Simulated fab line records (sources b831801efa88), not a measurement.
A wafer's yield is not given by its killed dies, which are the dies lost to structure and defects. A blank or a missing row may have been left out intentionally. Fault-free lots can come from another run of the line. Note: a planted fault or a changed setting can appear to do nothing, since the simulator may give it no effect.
fab line records	flow sky130
[record] lots = 12	wafers = 36	last-day = 50
route steps=708 shown NWELL@76 VT_ADJUST_LVTN@106 VT_ADJUST_HVTR@142 SONOS_ONO@172 PAD_OPEN@708
lots with no fault: from the same line, run without faults
start-h: the number of hours between the record's first day and the start of the first shown wafer of the lot	wait-h: how many hours have passed since the lot's step before this one	" the same as in the row above	L1.1+2: a row that stands for several wafers	- either no value or no given start	* or withheld: withheld	< > ~ a bound
route shown NAME@n: names a module that has steps shown in the file, with the first one's number in the route	usual: mean/standard deviation taken from wafers without a fault	same: alike in all rows	chamber/n: place in a boat	sites: readings site by site	_std_site: the values' standard deviation	_edge_site: inner sites' mean taken away from outer sites' mean	radius-mm: for every site, how far away it sits from the centre of the wafer	mask NAME#n: copy n	behind: the most recent tool/chamber to have shaped the wafer	hold: why the lot went on hold/how many hours it stayed there/how the hold came to an end	device: transistor that didn't switch, given as n, p or np	end of line: tests of these same wafers at the route's end	a step given without rows: its recipe and nothing more	killed: at the first sort, the dies lost to defects and structure; wafer yield is something else	map: a wafer's dies, x killed, . not, _ none there
set.NAME: the setting the step ran with; set.NAME@STEP: the setting that earlier step ran with	model.NAME: the simulator's own value behind a step, which no gauge read
route steps across a sampled set of lots; one table per step, one row per wafer
services: when a tool's chamber went out of use (start-h, in hours from the record's first day, below 0 if earlier), for how many hours, and the reason
[[steps]]
[step SKY_NWELL_OVL_MEAS_23]
[usual] NWELL_01_OVL = 0.0/1.4
lot.wafer	tool	chamber	start-h	wait-h	NWELL_01_OVL[nm]
L546.1	overlay-02	-	107.92	-	0.1
L546.5	"	-	"	"	0.9
L546.6	"	-	"	"	-1.0
L547.3	overlay-01	-	114.38	-	-2.6
L547.4	"	-	"	"	0.0
L547.6	"	-	"	"	-0.7
L552.1	overlay-02	-	139.92	-	-1.8
L552.2	"	-	"	"	-3.1
L552.6	"	-	"	"	-0.8
L560.2	overlay-01	-	192.72	-	-1.5
L560.4	"	-	"	"	0.0
L560.5	"	-	"	"	0.5
L561.1	overlay-02	-	197.36	-	2.8
L561.3	"	-	"	"	1.5
L561.5	"	-	"	"	0.1
L562.1	overlay-02	-	205.66	-	2.2
L562.3	"	-	"	"	-0.6
L562.6	"	-	"	"	-0.2
L563.2	overlay-02	-	210.27	-	-0.1
L563.3	"	-	"	"	0.0
L563.6	"	-	"	"	-0.7
L564.2	overlay-01	-	216.23	-	-0.6
L564.5	"	-	"	"	-0.9
L564.6	"	-	"	"	-2.3
L565.2	overlay-01	-	226.17	-	-0.8
L565.3	"	-	"	"	2.4
L565.5	"	-	"	"	1.2
L566.1	overlay-02	-	233.17	-	0.4
L566.2	"	-	"	"	-1.2
L566.6	"	-	"	"	0.2
L567.1	overlay-02	-	233.67	-	1.2
L567.2	"	-	"	"	-0.5
L567.4	"	-	"	"	-1.1
L568.2	overlay-01	-	242.42	-	-0.6
L568.3	"	-	"	"	0.9
L568.4	"	-	"	"	1.4
[step SKY_VT_ADJUST_LVTN_STRIP_09]
[recipe] chemistry = O2/N2	power-w = 1400	pressure-mtorr = 1500	platen-temp-c = withheld	o2-flow-sccm = 3000	n2-flow-sccm = 300	overash-fraction = 0.5
[usual] drypump-motor-current-A = 5.6/0.44	oes-product-au = 0.722/0.0042	strip-time-to-endpoint-s = 36.93/0.13
lot.wafer	tool	chamber	start-h	wait-h	drypump-motor-current-A	oes-product-au	rf-hours-counter-h	strip-time-to-endpoint-s
L546.1	plasma-asher-01	0	145.00	0.1	5.7	0.725	2	37.12
L546.5	"	0	"	"	5.6	0.724	-	37.05
L546.6	"	1	"	"	5.4	0.718	-	37.18
L547.3	plasma-asher-01	0	152.43	0.1	5.6	0.728	-	36.68
L547.4	"	1	"	"	5.4	0.719	-	36.58
L547.6	"	0	"	"	5.7	0.725	-	36.75
L552.1	plasma-asher-02	0	180.40	0.1	5.2	0.722	51	36.92
L552.2	"	1	"	"	6.5	0.729	51	36.78
L552.6	"	0	"	"	5.2	0.722	-	36.90
L560.2	plasma-asher-01	1	237.67	0.1	5.5	0.734	12	37.00
L560.4	"	0	"	"	5.7	0.725	-	37.01
L560.5	"	0	"	"	5.7	0.726	-	36.96
L561.1	plasma-asher-02	1	241.30	0.1	6.5	0.721	58	37.00
L561.3	"	1	"	"	6.5	0.723	-	37.01
L561.5	"	0	"	"	5.2	0.724	-	37.04
L562.1	plasma-asher-04	1	250.05	0.1	5.6	0.722	58	36.94
L562.3	"	1	"	"	5.6	0.721	-	36.99
L562.6	"	1	"	"	5.6	0.721	-	36.90
L563.2	plasma-asher-01	1	254.75	0.1	5.4	0.716	14	37.20
L563.3	"	0	"	"	5.7	0.724	-	37.12
L563.6	"	1	"	"	5.4	0.721	-	37.14
L564.2	plasma-asher-02	1	262.80	0.1	6.5	0.715	60	36.93
L564.5	"	1	"	"	6.5	0.721	-	36.90
L564.6	"	0	"	"	5.3	0.724	-	36.93
L565.2	plasma-asher-04	1	274.15	0.1	5.6	0.726	59	37.07
L565.3	"	0	"	"	5.0	0.720	-	37.14
L565.5	"	0	"	"	5.0	0.722	-	37.11
L566.1	plasma-asher-01	1	281.35	0.1	5.4	0.725	16	37.03
L566.2	"	0	"	"	5.6	0.720	16	37.00
L566.6	"	0	"	"	5.7	0.724	-	37.05
L567.1	plasma-asher-04	0	282.10	0.1	5.0	0.729	60	36.89
L567.2	"	1	"	"	5.6	0.718	60	36.86
L567.4	"	1	"	"	5.6	0.715	-	36.85
L568.2	plasma-asher-04	1	291.55	0.1	5.6	0.721	61	36.74
L568.3	"	0	"	"	5.0	0.719	-	36.81
L568.4	"	1	"	"	5.6	0.726	-	36.74
[step SKY_VT_ADJUST_HVTR_TW_MEAS_11]
[usual] VT_ADJUST_HVTR_TW = 212.3/1.7
lot.wafer	tool	chamber	start-h	wait-h	VT_ADJUST_HVTR_TW
L546.1	film-metro-03	-	205.40	0.1	213.8
L546.5	"	-	"	"	213.5
L546.6	"	-	"	"	214.5
L547.3	film-metro-03	-	215.24	0.1	213.1
L547.4	"	-	"	"	214.7
L547.6	"	-	"	"	213.2
L552.1	film-metro-04	-	244.67	0.1	213.2
L552.2	"	-	"	"	213.3
L552.6	"	-	"	"	213.0
L560.2	film-metro-03	-	310.73	0.1	210.2
L560.4	"	-	"	"	210.9
L560.5	"	-	"	"	211.3
L561.1	film-metro-04	-	314.58	0.1	213.1
L561.3	"	-	"	"	215.1
L561.5	"	-	"	"	212.9
L562.1	film-metro-04	-	324.67	0.1	212.0
L562.3	"	-	"	"	213.2
L562.6	"	-	"	"	212.5
L563.2	film-metro-04	-	328.73	0.1	213.9
L563.3	"	-	"	"	214.2
L563.6	"	-	"	"	213.9
L564.2	film-metro-03	-	339.34	0.1	210.0
L564.5	"	-	"	"	212.0
L564.6	"	-	"	"	210.7
L565.2	film-metro-04	-	351.18	0.1	213.9
L565.3	"	-	"	"	213.4
L565.5	"	-	"	"	213.4
L566.1	film-metro-03	-	359.32	0.1	211.0
L566.2	"	-	"	"	211.1
L566.6	"	-	"	"	212.6
L567.1	film-metro-03	-	359.58	0.1	211.2
L567.2	"	-	"	"	211.2
L567.4	"	-	"	"	211.5
L568.2	film-metro-03	-	370.53	0.1	211.8
L568.3	"	-	"	"	213.6
L568.4	"	-	"	"	212.4
[step SKY_SONOS_ONO_CVD_04]
[recipe] material = SiO2	precursor = SiH4/N2O	target-thk-nm = 5.7199	temp-c = 900	pressure-mtorr = 400
[usual] spike-tc-bottom-C = 916.0/1.2	spike-tc-centre-C = 901.1/1.2	spike-tc-lower-C = 901.4/1.3	zone-power-bottom-pct = 31/4.3	zone-power-centre-pct = 18.2/0.59	zone-power-lower-pct = 18.1/0.79	zone-power-upper-pct = 17.1/0.36
lot.wafer	tool	chamber	start-h	wait-h	spike-tc-bottom-C	spike-tc-centre-C	spike-tc-lower-C	zone-power-bottom-pct	zone-power-centre-pct	zone-power-lower-pct	zone-power-upper-pct
L546.1	lpcvd-03	0	252.62	0.1	913.5	902.5	899.2	27	17.3	18.8	16.7
L546.5	"	0	"	"	914.9	899.5	898.8	28	17.5	18.5	17.1
L546.6	"	0	"	"	914.7	898.4	900.7	28	17.8	19.0	16.5
L547.3	lpcvd-03	0	265.63	0.0	914.6	900.3	900.7	27	17.7	19.0	16.6
L547.4	"	0	"	"	913.7	899.3	900.9	27	17.6	18.4	16.9
L547.6	"	0	"	"	915.9	900.5	900.0	27	17.6	19.1	17.1
L552.1	lpcvd-03	0	300.65	0.1	905.6	894.8	962.8	18	7.5	43.6	18.0
L552.2	"	0	"	"	905.6	891.3	959.6	18	7.6	43.7	18.2
L552.6	"	0	"	"	906.6	893.0	960.4	18	7.5	44.3	18.3
L560.2	lpcvd-03	1	367.78	0.0	917.5	901.8	901.3	35	18.6	17.1	17.4
L560.4	"	1	"	"	917.1	902.2	903.4	36	18.6	17.4	17.4
L560.5	"	1	"	"	917.1	901.4	902.0	36	18.8	17.5	17.4
L561.1	lpcvd-03	1	373.29	0.1	916.9	902.1	903.1	36	18.6	17.4	17.5
L561.3	"	1	"	"	917.6	902.6	902.1	37	18.4	17.4	17.7
L561.5	"	1	"	"	918.1	902.0	901.9	36	18.6	17.4	17.5
L562.1	lpcvd-03	0	383.02	0.1	914.9	901.0	901.6	27	17.8	18.7	17.0
L562.3	"	0	"	"	914.4	900.6	900.4	27	17.8	18.9	16.7
L562.6	"	0	"	"	915.5	899.6	902.7	27	17.6	18.6	17.0
L563.2	lpcvd-03	0	388.88	0.0	915.3	900.6	901.8	27	17.7	18.6	17.0
L563.3	"	0	"	"	913.7	900.6	901.3	27	17.5	18.6	16.7
L563.6	"	0	"	"	914.7	899.8	900.7	27	17.8	18.8	17.0
L564.2	lpcvd-03	0	399.71	0.0	915.6	900.3	901.9	27	17.6	19.0	16.7
L564.5	"	0	"	"	914.3	900.1	901.0	27	17.9	18.8	16.8
L564.6	"	0	"	"	915.2	900.7	900.1	27	17.6	18.8	16.8
L565.2	lpcvd-03	1	414.67	0.0	917.6	901.9	902.0	35	19.0	17.2	17.5
L565.3	"	1	"	"	917.9	902.1	902.7	36	18.8	17.2	17.4
L565.5	"	1	"	"	918.5	903.0	902.9	36	18.6	17.2	17.4
L566.1	lpcvd-03	0	420.17	0.1	915.5	900.4	900.9	27	17.6	18.7	16.7
L566.2	"	0	"	"	916.7	899.1	899.5	27	17.9	18.8	16.8
L566.6	"	0	"	"	914.6	899.8	901.3	27	17.9	19.0	16.4
L567.1	lpcvd-03	1	421.42	0.2	914.9	900.9	902.4	36	18.9	17.2	17.5
L567.2	"	1	"	"	917.5	901.8	899.0	36	19.0	17.4	17.8
L567.4	"	1	"	"	916.1	902.5	903.3	35	18.6	17.2	17.5
L568.2	lpcvd-03	0	432.72	0.0	914.3	900.1	901.5	28	17.5	18.9	17.0
L568.3	"	0	"	"	915.5	900.3	900.6	27	17.4	18.7	16.9
L568.4	"	0	"	"	915.6	900.4	900.5	27	17.6	18.6	16.7
[step SKY_PAD_OPEN_PROBE_99]
[usual] killed_at_M0_to_M3 = 44/6.6	killed_at_M4_up = 3.0/2	killed-at-contacts = 24/5.1	killed-at-front-end = 15/4.1	killed-at-other = 0.4/0.62	killed-dies = 86/9.3	killed-open = 46/6.8	killed-short = 40/5.8
[same] gross-dies = 492	killed-at-back-side = 0
lot.wafer	tool	chamber	start-h	wait-h	killed_at_M0_to_M3	killed_at_M4_up	killed-at-contacts	killed-at-front-end	killed-at-other	killed-dies	killed-open	killed-short
L546.1	prober-01	-	1071.33	0.1	46	2	29	14	0	91	47	44
L546.5	prober-01	-	1071.53	0.2	46	8	24	13	0	91	48	43
L546.6	prober-01	-	1071.58	0.2	41	5	24	17	0	87	42	45
L547.3	prober-02	-	1078.15	0.2	49	3	22	14	0	88	47	41
L547.4	prober-02	-	1078.20	0.2	38	4	24	18	2	86	48	38
L547.6	prober-02	-	1078.30	0.2	44	7	24	17	0	92	48	44
L552.1	prober-01	-	1112.93	0.1	40	3	26	17	1	87	42	45
L552.2	prober-01	-	1112.98	0.1	49	2	16	17	0	84	44	40
L552.6	prober-01	-	1113.18	0.2	36	2	23	22	0	83	47	36
L560.2	prober-02	-	1154.69	0.1	42	5	27	13	0	87	48	39
L560.4	prober-02	-	1154.79	0.2	41	11	28	18	0	98	49	49
L560.5	prober-02	-	1154.84	0.2	32	4	23	13	0	72	32	40
L561.1	prober-01	-	1159.87	0.1	43	2	29	15	0	89	44	45
L561.3	prober-01	-	1159.97	0.2	59	2	25	15	1	102	58	44
L561.5	prober-01	-	1160.07	0.2	50	3	35	13	0	101	64	37
L562.1	prober-02	-	1164.68	0.1	48	7	23	10	1	89	49	40
L562.3	prober-02	-	1164.78	0.2	49	6	29	18	0	102	56	46
L562.6	prober-02	-	1164.93	0.2	60	4	17	13	0	94	53	40
L563.2	prober-01	-	1169.43	0.1	45	2	22	23	0	92	43	49
L563.3	prober-01	-	1169.48	0.2	41	1	26	14	1	83	51	32
L563.6	prober-01	-	1169.63	0.2	43	4	21	6	0	74	41	33
L564.2	prober-02	-	1178.91	0.1	54	0	30	17	1	102	60	42
L564.5	prober-02	-	1179.06	0.2	54	2	23	19	0	98	58	40
L564.6	prober-02	-	1179.11	0.2	47	5	25	20	0	97	49	48
L565.2	prober-01	-	1180.98	0.1	39	4	17	12	1	73	41	31
L565.3	prober-01	-	1181.03	0.2	41	4	28	11	0	84	50	33
L565.5	prober-01	-	1181.13	0.2	52	1	22	16	1	92	49	43
L566.1	prober-01	-	1187.44	0.1	36	3	21	11	1	72	38	34
L566.2	prober-01	-	1187.49	0.1	43	1	22	16	1	83	48	35
L566.6	prober-01	-	1187.69	0.2	42	3	20	15	0	80	43	37
L567.1	prober-02	-	1188.01	0.1	38	1	24	20	0	83	45	38
L567.2	prober-02	-	1188.06	0.1	50	3	27	15	0	95	58	37
L567.4	prober-02	-	1188.16	0.2	49	3	18	15	0	85	45	40
L568.2	prober-01	-	1191.80	0.1	32	3	25	13	1	74	36	38
L568.3	prober-01	-	1191.85	0.2	47	0	26	8	0	81	46	35
L568.4	prober-01	-	1191.90	0.2	37	5	23	21	0	86	51	34
// killed by level:class
L546.1 CONTACT:geometric-particle:open=11 VIA1:geometric-particle:open=8 LOCAL_INTERCONNECT:geometric-particle:short=8 METAL1:geometric-particle:short=6 VIA2:geometric-particle:open=6 VIA3:geometric-particle:open=6 METAL3:geometric-particle:short=5 POLY_GATE:geometric-particle:short=4
L546.5 VIA2:geometric-particle:open=9 VIA1:geometric-particle:short=8 VIA1:geometric-particle:open=8 CONTACT:geometric-particle:open=7 METAL1:geometric-particle:short=6 POLY_GATE:geometric-particle:open=5 LI_CONTACT:geometric-particle:short=5 LI_CONTACT:geometric-particle:open=5
L546.6 VIA1:geometric-particle:open=13 LOCAL_INTERCONNECT:geometric-particle:short=8 CONTACT:geometric-particle:open=7 FIELD_ISO:geometric-particle:short=6 VIA2:geometric-particle:open=6 LI_CONTACT:geometric-particle:short=4 POLY_GATE:geometric-particle:open=4 METAL4:geometric-particle:short=4
L547.3 VIA1:geometric-particle:open=11 CONTACT:geometric-particle:open=11 POLY_GATE:geometric-particle:short=7 VIA3:geometric-particle:open=7 VIA2:geometric-particle:open=7 METAL1:geometric-particle:short=6 LI_CONTACT:geometric-particle:open=4 VIA1:geometric-particle:short=4
L547.4 VIA1:geometric-particle:open=11 CONTACT:geometric-particle:open=10 METAL2:geometric-particle:short=6 POLY_GATE:geometric-particle:open=5 POLY_GATE:geometric-particle:short=5 LI_CONTACT:geometric-particle:open=5 VIA2:geometric-particle:open=5 VIA3:geometric-particle:open=5
L547.6 CONTACT:geometric-particle:open=9 VIA1:geometric-particle:open=8 METAL2:geometric-particle:short=8 METAL4:geometric-particle:short=7 POLY_GATE:geometric-particle:open=6 CONTACT:geometric-particle:short=6 METAL1:geometric-particle:short=6 VIA3:geometric-particle:open=6
L552.1 VIA1:geometric-particle:open=10 CONTACT:geometric-particle:short=8 LI_CONTACT:geometric-particle:open=7 VIA3:geometric-particle:open=7 CONTACT:geometric-particle:open=6 POLY_GATE:geometric-particle:short=5 METAL3:geometric-particle:short=5 METAL1:geometric-particle:short=4
L552.2 VIA1:geometric-particle:open=13 METAL2:geometric-particle:short=7 VIA2:geometric-particle:open=6 METAL1:geometric-particle:short=5 POLY_GATE:geometric-particle:open=4 LI_CONTACT:geometric-particle:open=4 CONTACT:geometric-particle:open=4 VIA1:geometric-particle:short=4
L552.6 CONTACT:geometric-particle:open=11 VIA1:geometric-particle:open=8 FIELD_ISO:geometric-particle:short=6 VIA1:geometric-particle:short=6 VIA2:geometric-particle:open=6 POLY_GATE:geometric-particle:open=5 LOCAL_INTERCONNECT:geometric-particle:short=5 VIA3:geometric-particle:open=5
L560.2 VIA1:geometric-particle:open=18 CONTACT:geometric-particle:open=9 LOCAL_INTERCONNECT:geometric-particle:short=6 VIA3:geometric-particle:open=6 VIA1:geometric-particle:short=5 FIELD_ISO:geometric-particle:open=4 LI_CONTACT:geometric-particle:open=4 CONTACT:geometric-particle:short=4
L560.4 CONTACT:geometric-particle:open=10 METAL4:geometric-particle:short=9 VIA1:geometric-particle:open=7 VIA2:geometric-particle:open=7 LI_CONTACT:geometric-particle:open=6 CONTACT:geometric-particle:short=6 METAL1:geometric-particle:short=6 VIA3:geometric-particle:open=6
L560.5 CONTACT:geometric-particle:open=8 LI_CONTACT:geometric-particle:open=6 VIA1:geometric-particle:short=6 VIA1:geometric-particle:open=6 FIELD_ISO:geometric-particle:short=5 METAL2:geometric-particle:short=4 METAL4:geometric-particle:short=4 POLY_GATE:geometric-particle:open=3
L561.1 VIA1:geometric-particle:open=10 LOCAL_INTERCONNECT:geometric-particle:short=7 CONTACT:geometric-particle:open=7 FIELD_ISO:geometric-particle:short=6 VIA2:geometric-particle:open=6 CONTACT:geometric-particle:short=6 METAL2:geometric-particle:short=6 METAL1:geometric-particle:short=5
L561.3 VIA2:geometric-particle:open=13 CONTACT:geometric-particle:open=13 VIA1:geometric-particle:open=9 VIA3:geometric-particle:open=8 METAL2:geometric-particle:short=7 VIA3:geometric-particle:short=7 CONTACT:geometric-particle:short=6 FIELD_ISO:geometric-particle:open=5
L561.5 VIA1:geometric-particle:open=14 CONTACT:geometric-particle:open=12 LI_CONTACT:geometric-particle:open=11 VIA3:geometric-particle:open=8 LOCAL_INTERCONNECT:geometric-particle:short=7 METAL1:geometric-particle:short=7 CONTACT:geometric-particle:short=5 METAL1:geometric-particle:open=5
L562.1 CONTACT:geometric-particle:open=12 VIA3:geometric-particle:open=11 VIA1:geometric-particle:open=7 METAL4:geometric-particle:short=6 VIA3:geometric-particle:short=5 VIA1:geometric-particle:short=5 VIA2:geometric-particle:short=5 VIA2:geometric-particle:open=5
L562.3 CONTACT:geometric-particle:open=14 METAL1:geometric-particle:short=10 VIA1:geometric-particle:open=8 LI_CONTACT:geometric-particle:open=6 VIA2:geometric-particle:open=6 METAL4:geometric-particle:short=6 POLY_GATE:geometric-particle:short=5 CONTACT:geometric-particle:short=5
L562.6 VIA1:geometric-particle:open=18 METAL1:geometric-particle:short=10 VIA2:geometric-particle:open=9 VIA3:geometric-particle:open=6 LOCAL_INTERCONNECT:geometric-particle:short=5 FIELD_ISO:geometric-particle:open=4 POLY_GATE:geometric-particle:open=4 LI_CONTACT:geometric-particle:open=4
L563.2 CONTACT:geometric-particle:open=10 METAL1:geometric-particle:short=7 POLY_GATE:geometric-particle:open=6 VIA1:geometric-particle:open=6 VIA1:geometric-particle:short=6 VIA3:geometric-particle:open=6 FIELD_ISO:geometric-particle:short=5 LOCAL_INTERCONNECT:geometric-particle:short=5
L563.3 CONTACT:geometric-particle:open=11 VIA2:geometric-particle:open=9 CONTACT:geometric-particle:short=6 METAL1:geometric-particle:short=6 VIA3:geometric-particle:open=6 VIA1:geometric-particle:open=6 POLY_GATE:geometric-particle:open=5 FIELD_ISO:geometric-particle:open=4
L563.6 LI_CONTACT:geometric-particle:open=9 CONTACT:geometric-particle:open=7 METAL1:geometric-particle:short=7 VIA1:geometric-particle:open=7 VIA2:geometric-particle:open=7 METAL2:geometric-particle:short=5 METAL4:geometric-particle:short=4 VIA3:geometric-particle:open=4
L564.2 VIA1:geometric-particle:open=15 CONTACT:geometric-particle:open=10 LI_CONTACT:geometric-particle:open=8 VIA3:geometric-particle:open=8 POLY_GATE:geometric-particle:open=6 VIA3:geometric-particle:short=6 POLY_GATE:geometric-particle:short=5 METAL1:geometric-particle:short=5
L564.5 VIA2:geometric-particle:open=11 LI_CONTACT:geometric-particle:open=10 VIA1:geometric-particle:open=9 VIA3:geometric-particle:open=8 CONTACT:geometric-particle:open=7 FIELD_ISO:geometric-particle:open=5 VIA2:geometric-particle:short=5 METAL2:geometric-particle:short=5
L564.6 CONTACT:geometric-particle:open=10 METAL2:geometric-particle:short=9 VIA1:geometric-particle:open=8 METAL1:geometric-particle:short=7 VIA2:geometric-particle:open=7 FIELD_ISO:geometric-particle:open=6 LOCAL_INTERCONNECT:geometric-particle:short=6 FIELD_ISO:geometric-particle:short=5
L565.2 VIA2:geometric-particle:open=12 CONTACT:geometric-particle:open=10 METAL1:geometric-particle:short=6 VIA1:geometric-particle:open=5 VIA3:geometric-particle:open=5 LI_CONTACT:geometric-particle:open=4 POLY_GATE:geometric-particle:short=4 VIA1:geometric-particle:short=4
L565.3 CONTACT:geometric-particle:open=13 VIA2:geometric-particle:open=11 METAL1:geometric-particle:short=7 CONTACT:geometric-particle:short=5 VIA1:geometric-particle:open=5 VIA3:geometric-particle:open=5 LI_CONTACT:geometric-particle:open=4 VIA1:geometric-particle:short=4
L565.5 CONTACT:geometric-particle:open=11 VIA3:geometric-particle:open=9 VIA1:geometric-particle:open=8 METAL1:geometric-particle:short=7 METAL2:geometric-particle:short=7 VIA2:geometric-particle:open=6 FIELD_ISO:geometric-particle:open=4 LOCAL_INTERCONNECT:geometric-particle:short=4
L566.1 VIA1:geometric-particle:open=10 VIA3:geometric-particle:open=8 METAL2:geometric-particle:short=6 LI_CONTACT:geometric-particle:short=5 LI_CONTACT:geometric-particle:open=5 LOCAL_INTERCONNECT:geometric-particle:short=4 CONTACT:geometric-particle:short=4 VIA2:geometric-particle:open=4
L566.2 VIA2:geometric-particle:open=10 POLY_GATE:geometric-particle:open=8 VIA1:geometric-particle:open=8 VIA3:geometric-particle:open=6 LOCAL_INTERCONNECT:geometric-particle:short=6 CONTACT:geometric-particle:open=6 METAL2:geometric-particle:short=6 LI_CONTACT:geometric-particle:open=5
L566.6 VIA1:geometric-particle:open=13 CONTACT:geometric-particle:open=9 METAL1:geometric-particle:short=6 VIA1:geometric-particle:short=6 POLY_GATE:geometric-particle:open=5 VIA2:geometric-particle:open=5 LI_CONTACT:geometric-particle:open=4 LOCAL_INTERCONNECT:geometric-particle:short=4
L567.1 CONTACT:geometric-particle:open=11 VIA1:geometric-particle:open=11 POLY_GATE:geometric-particle:open=6 POLY_GATE:geometric-particle:short=5 LI_CONTACT:geometric-particle:open=5 METAL1:geometric-particle:short=5 METAL2:geometric-particle:short=5 VIA2:geometric-particle:open=4
L567.2 VIA1:geometric-particle:open=15 METAL2:geometric-particle:short=14 CONTACT:geometric-particle:open=11 LI_CONTACT:geometric-particle:open=8 FIELD_ISO:geometric-particle:open=7 VIA1:geometric-particle:short=6 CONTACT:geometric-particle:short=5 VIA2:geometric-particle:open=5
L567.4 VIA1:geometric-particle:open=14 CONTACT:geometric-particle:open=7 METAL1:geometric-particle:short=7 VIA1:geometric-particle:short=7 POLY_GATE:geometric-particle:open=6 METAL3:geometric-particle:short=4 LI_CONTACT:geometric-particle:open=4 VIA3:geometric-particle:open=4
L568.2 CONTACT:geometric-particle:short=10 VIA1:geometric-particle:open=8 VIA2:geometric-particle:open=7 CONTACT:geometric-particle:open=6 VIA3:geometric-particle:open=6 POLY_GATE:geometric-particle:short=4 LI_CONTACT:geometric-particle:short=4 FIELD_ISO:geometric-particle:short=3
L568.3 VIA1:geometric-particle:open=11 CONTACT:geometric-particle:open=10 LI_CONTACT:geometric-particle:open=7 VIA2:geometric-particle:open=7 METAL2:geometric-particle:short=6 VIA3:geometric-particle:short=6 CONTACT:geometric-particle:short=5 METAL1:geometric-particle:short=4
L568.4 CONTACT:geometric-particle:open=9 VIA3:geometric-particle:open=8 POLY_GATE:geometric-particle:short=7 POLY_GATE:geometric-particle:open=7 VIA1:geometric-particle:open=7 VIA2:geometric-particle:open=7 LI_CONTACT:geometric-particle:open=5 LOCAL_INTERCONNECT:geometric-particle:short=4
[[services]]
tool	chamber	start-h	hours	kind
plasma-asher-04	-	132.39	3.3	repair
plasma-asher-01	-	165.10	2.6	repair
plasma-asher-04	-	215.15	2.1	repair
plasma-asher-04	-	257.71	4.8	repair
plasma-asher-01	-	304.06	14.6	pm
plasma-asher-04	-	421.25	9.0	pm
plasma-asher-04	0	421.25	9.2	vent-cycle
plasma-asher-04	1	421.25	9.2	vent-cycle
plasma-asher-04	-	425.27	5.1	repair
plasma-asher-04	0	430.25	-	clean
plasma-asher-04	1	430.25	-	clean
[[key]]
[first-sign] step = SKY_SONOS_ONO_CVD_04	reading = spike-tc-lower-C	direction = up	sigmas = 47	usual = 901.4	struck = 961.0
[effect] step = SKY_SONOS_ONO_CVD_04	reading = zone-power-lower-pct	direction = up	sigmas = 33	usual = 18.1	struck = 43.9
met-at SKY_SONOS_ONO_CVD_04
struck-lots L552
struck-wafers L552.1,L552.2,L552.6
tester-left-out L552
not-acting-at SKY_NWELL_OVL_MEAS_23,SKY_VT_ADJUST_LVTN_STRIP_09,SKY_VT_ADJUST_HVTR_TW_MEAS_11
onset-between 265.63 300.65
[fault] kind = process-parameter-drift	tool = lpcvd-03	chamber = 0	onset-h = 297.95	steps = SKY_SONOS_ONO_CVD_04	channel = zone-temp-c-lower	offset = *	shape = step	end-h = 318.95
// tester-left-out: of these lots the tester's yield and bins aren't shown, on N5 and GAA mostly nor the transistor test; their killed dies are dies lost to structure and defects alone, not to doping, threshold or leakage, so they don't give the yield
